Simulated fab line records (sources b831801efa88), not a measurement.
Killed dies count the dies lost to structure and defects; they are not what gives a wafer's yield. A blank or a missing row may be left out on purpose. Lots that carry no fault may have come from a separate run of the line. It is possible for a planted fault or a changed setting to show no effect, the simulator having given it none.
Which of the tools did it?    flow gf180mcu    7 lots with 21 wafers sampled at 2 steps, on a route of 602 steps

== WHAT THE GAUGES READ, wafer by wafer ==
GF_LVPWELL_OVL_MEAS_07.
lot   measured     on          LVPWELL_OVL (nm)
L602  day 4 07:28  overlay-01  2.4 0.4 2.0
L605  day 5 00:25  overlay-02  2.1 1.0 1.8
L608  day 5 19:18  overlay-01  -0.4 1.1 2.1
L610  day 6 04:04  overlay-01  0.1 0.7 0.2
L612  day 6 16:25  overlay-01  -1.0 -1.1 -2.8
L617  day 7 20:31  overlay-02  1.5 -0.1 -2.0
L623  day 9 06:25  overlay-01  174.9 172.3 173.8

== EACH LOT AND THE TOOL THAT RAN IT (in order: tool; ch and the chambers of the sampled wafers; start) ==
lot   GF_LVPWELL_EXPOSE_04
L602  iline stepper-02 ch 0, day 4 01:16
L605  iline stepper-02 ch 0, day 4 17:53
L608  iline stepper-02 ch 0, day 5 12:17
L610  iline stepper-01 ch 0, day 5 20:56
L612  iline stepper-02 ch 0, day 6 09:17
L617  iline stepper-02 ch 0, day 7 12:42
L623  iline stepper-02 ch 0, day 8 21:34
- GF_LVPWELL_EXPOSE_04: exposes mask LVPWELL, target cd 600 nm.

== THE ANSWER, worked out from the rows above alone ==
Rule: the usual values come from the lots themselves. The widest of any qualifying gaps counts: lots, ordered by their means at a reading, are off when they make up no more than a third of the lots, leave a main group of 4 or more, and stand apart from it by 3 or more times the standard deviation of that group's means. A main group whose means are all the same, to the digits that the tables above print for the reading, isn't used. A lot without any number at a reading at which 4 lots or more have one is off too. The other lots that the step has rows for count as sound.
Off: at GF_LVPWELL_OVL_MEAS_07 (LVPWELL_OVL), L623. Main group: mean 0.4 nm, sd 1.1.
If a tool, at a process step before that reading, ran all the lots that are off and no sound lot after the first of them, it fits. Gauges at GF_LVPWELL_OVL_MEAS_07: tried the same way as those tools. This does not decide it: 2 tools fit, namely iline stepper-02 at GF_LVPWELL_EXPOSE_04 and overlay-01 at GF_LVPWELL_OVL_MEAS_07.

== WHAT THE SIMULATOR HAD PUT IN ==
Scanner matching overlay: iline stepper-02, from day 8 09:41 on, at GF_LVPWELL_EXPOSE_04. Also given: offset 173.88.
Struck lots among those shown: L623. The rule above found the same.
